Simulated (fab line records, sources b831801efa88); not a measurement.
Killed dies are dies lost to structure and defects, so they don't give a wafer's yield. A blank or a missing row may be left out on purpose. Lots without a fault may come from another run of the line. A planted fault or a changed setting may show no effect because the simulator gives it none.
Which tool did it? | flow sky130 | 11 lots, 33 wafers sampled, at 6 steps of a route of 708

WHAT THE GAUGES READ, wafer by wafer
SKY_GATE_OXIDE_THK_MEAS_02.
lot  | measured     | on            | GATE_OXIDE_OXIDATION_00_THK (nm)
L403 | day 12 18:53 | film_metro-02 | 9.91 10.13 10.01
L406 | day 13 16:49 | film_metro-04 | 10.10 9.99 10.04
L407 | day 14 07:40 | film_metro-04 | 10.29 10.30 10.36
L408 | day 14 17:37 | film_metro-02 | 10.37 10.28 10.44
L410 | day 15 01:31 | film_metro-01 | 10.32 10.31 10.28
L416 | day 17 10:26 | film_metro-02 | 9.98 10.23 10.13
L418 | day 17 15:55 | film_metro-02 | 10.21 10.26 10.49
L419 | day 18 02:55 | film_metro-02 | 10.43 10.46 10.41
L422 | day 19 07:01 | film_metro-01 | 10.60 10.58 10.55
L424 | day 19 23:47 | film_metro-02 | 9.84 9.97 9.95
L426 | day 20 13:20 | film_metro-02 | 10.35 10.32 10.36

SKY_GATE_OXIDE_OVL_MEAS_10.
lot  | measured     | on         | GATE_OXIDE_OVL (nm)
L403 | day 13 19:25 | overlay-01 | -0.5 -0.9 -1.2
L406 | day 14 19:02 | overlay-01 | 1.1 -0.4 2.8
L407 | day 15 10:41 | overlay-02 | 2.5 0.5 2.0
L408 | day 15 21:08 | overlay-01 | -1.1 0.1 1.4
L410 | day 16 05:07 | overlay-01 | 0.5 -3.0 -0.5
L416 | day 18 15:16 | overlay-02 | 4.2 1.8 2.4
L418 | day 18 22:02 | overlay-02 | 1.0 -1.5 -1.0
L419 | day 19 09:02 | overlay-01 | 1.8 1.2 -0.5
L422 | day 20 13:29 | overlay-02 | -0.9 0.3 -2.8
L424 | day 21 06:44 | overlay-02 | -0.6 0.1 -1.6
L426 | day 21 20:17 | overlay-02 | 3.0 1.2 2.0

SKY_RES_PROTECT_TW_MEAS_08.
lot  | measured     | on            | POLY_GATE_TW
L403 | day 15 02:31 | film_metro-04 | 4070 4075 4074
L406 | day 16 03:20 | film_metro-04 | 4045 4071 4058
L407 | day 16 18:56 | film_metro-01 | 4001 3997 3996
L408 | day 17 05:07 | film_metro-03 | 4086 4064 4081
L410 | day 17 13:44 | film_metro-04 | 4062 4066 4042
L416 | day 20 02:14 | film_metro-01 | 4005 4011 4007
L418 | day 20 09:41 | film_metro-03 | 4095 4073 4092
L419 | day 20 19:16 | film_metro-04 | 4023 4030 4017
L422 | day 21 23:39 | film_metro-03 | 4078 4060 4098
L424 | day 22 15:47 | film_metro-04 | 4041 4045 4044
L426 | day 23 05:43 | film_metro-03 | 4085 4066 4070

SKY_LDD_N_TW_MEAS_17.
lot  | measured     | on            | LDD_N_TW
L403 | day 17 16:52 | film_metro-02 | 2557 2563 2547
L406 | day 18 21:33 | film_metro-01 | 2562 2563 2553
L407 | day 19 15:11 | film_metro-03 | 2634 2648 2634
L408 | day 19 23:01 | film_metro-03 | 2635 2637 2637
L410 | day 20 08:46 | film_metro-01 | 2555 2561 2560
L416 | day 22 19:23 | film_metro-02 | 3041 3023 3031
L418 | day 23 04:01 | film_metro-03 | 3087 3090 3091
L419 | day 23 14:10 | film_metro-03 | 2616 2617 2612
L422 | day 24 17:01 | film_metro-01 | 2567 2547 2573
L424 | day 25 09:04 | film_metro-02 | 2551 2557 2565
L426 | day 25 20:46 | film_metro-01 | 2575 2558 2559

WHICH TOOL RAN EACH LOT (tool, then ch and the chambers of the sampled wafers, then the start)
lot  | SKY_LDD_N_IMPLANT_08            | SKY_LDD_N_STRIP_16
L403 | implanter-01 ch 0, day 17 15:34 | plasma_asher-04 ch 0,1, day 17 16:46
L406 | implanter-01 ch 0, day 18 20:16 | plasma_asher-01 ch 0,1, day 18 21:26
L407 | implanter-04 ch 0, day 19 13:53 | plasma_asher-04 ch 0,1, day 19 15:05
L408 | implanter-02 ch 0, day 19 21:44 | plasma_asher-01 ch 0,1, day 19 22:56
L410 | implanter-01 ch 0, day 20 07:29 | plasma_asher-01 ch 0,1, day 20 08:40
L416 | implanter-04 ch 0, day 22 18:05 | plasma_asher-04 ch 0,1, day 22 19:17
L418 | implanter-04 ch 0, day 23 02:43 | plasma_asher-02 ch 0,1, day 23 03:55
L419 | implanter-01 ch 0, day 23 12:52 | plasma_asher-04 ch 0,1, day 23 14:04
L422 | implanter-01 ch 0, day 24 15:44 | plasma_asher-01 ch 0,1, day 24 16:56
L424 | implanter-01 ch 0, day 25 07:46 | plasma_asher-01 ch 0,1, day 25 08:58
L426 | implanter-02 ch 0, day 25 19:28 | plasma_asher-04 ch 0,1, day 25 20:40
- SKY_LDD_N_IMPLANT_08
- SKY_LDD_N_STRIP_16: strips in O2/N2.

WHAT THE TOOLS THEMSELVES READ (means of the sampled wafers that have a number; where no wafer has one, the mark that the record gives instead)
SKY_LDD_N_IMPLANT_08.
lot  | tool         | beam_on_s (s) | dose_ions_cm2 | faraday_current_uA
L403 | implanter-01 | 9.98          | 7.498e+13     | 423
L406 | implanter-01 | 9.98          | 7.517e+13     | 423
L407 | implanter-04 | 10.01         | 7.510e+13     | 421
L408 | implanter-02 | 10.05         | 7.494e+13     | 421
L410 | implanter-01 | 9.85          | 7.494e+13     | 429
L416 | implanter-04 | 87.70         | 9.338e+14     | 600
L418 | implanter-04 | 86.31         | 9.338e+14     | 612
L419 | implanter-01 | 9.95          | 7.503e+13     | 424
L422 | implanter-01 | 10.14         | 7.495e+13     | 418
L424 | implanter-01 | 9.92          | 7.510e+13     | 426
L426 | implanter-02 | 10.19         | 7.498e+13     | 416

SKY_LDD_N_STRIP_16.
lot  | tool            | drypump_motor_current_A (A) | oes_product_au (a.u.) | strip_time_to_endpoint_s (s)
L403 | plasma_asher-04 | 5.94                        | 0.407                 | 4.326
L406 | plasma_asher-01 | 6.18                        | 0.409                 | 4.309
L407 | plasma_asher-04 | 5.80                        | 0.411                 | 4.328
L408 | plasma_asher-01 | 6.21                        | 0.411                 | 4.303
L410 | plasma_asher-01 | 6.18                        | 0.406                 | 4.315
L416 | plasma_asher-04 | 5.80                        | 0.402                 | 5.999
L418 | plasma_asher-02 | 6.09                        | 0.402                 | 5.982
L419 | plasma_asher-04 | 5.95                        | 0.407                 | 4.321
L422 | plasma_asher-01 | 6.19                        | 0.404                 | 4.300
L424 | plasma_asher-01 | 6.18                        | 0.406                 | 4.303
L426 | plasma_asher-04 | 5.80                        | 0.405                 | 4.319

THE ANSWER, worked out from the rows above alone
Rule: what is usual is taken from the lots themselves. Put in order of their means at a reading, lots are off if they are a third of the lots or fewer, leave a main group of 4 or more, and stand apart from it by a gap of 3 or more times the standard deviation of the main group's means; of several such gaps the widest counts. A main group whose means are all the same, to the digits that the tables above print for the reading, isn't used. A lot without any number at a reading at which 4 lots or more have one is off too. The other lots that the step has rows for count as sound. The gauges are gone through in route order, then the tools' own readings, and for those a lot's mean is taken as printed above. The first step at which some lot is off is used, and at that step the reading that is off furthest; a lot without a number counts as furthest.
Off: L416, L418, at SKY_LDD_N_TW_MEAS_17 (LDD_N_TW). The main group: mean 2583, standard deviation 34.
A tool fits if, at a process step before that reading, it ran every lot that is off, and no sound lot after the first of them. The gauges at SKY_LDD_N_TW_MEAS_17 aren't tried: what is off there is off at SKY_LDD_N_IMPLANT_08 too, on other tools, and a gauge's error can't cause that. One fits: implanter-04 at SKY_LDD_N_IMPLANT_08. Its last sound lot is L407 (day 19 13:53), its first lot that is off L416 (day 22 18:05): a fault that began between those two fits.
The tool's own readings at SKY_LDD_N_IMPLANT_08 bear it out: on the lots that are off they differ by more than 5 times the standard deviation of the sound lots' means. beam_on_s reads 87.00 s there against 10.01 s on the sound lots; dose_ions_cm2 reads 9.338e+14 there against 7.502e+13 on the sound lots; faraday_current_uA reads 606 there against 422 on the sound lots.

WHAT THE SIMULATOR HAD PUT IN
Process parameter drift: implanter-04, from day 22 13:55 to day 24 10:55, at SKY_LDD_N_IMPLANT_08. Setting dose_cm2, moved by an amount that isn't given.
Lots struck among those shown: L416, L418. The rule above found the same.
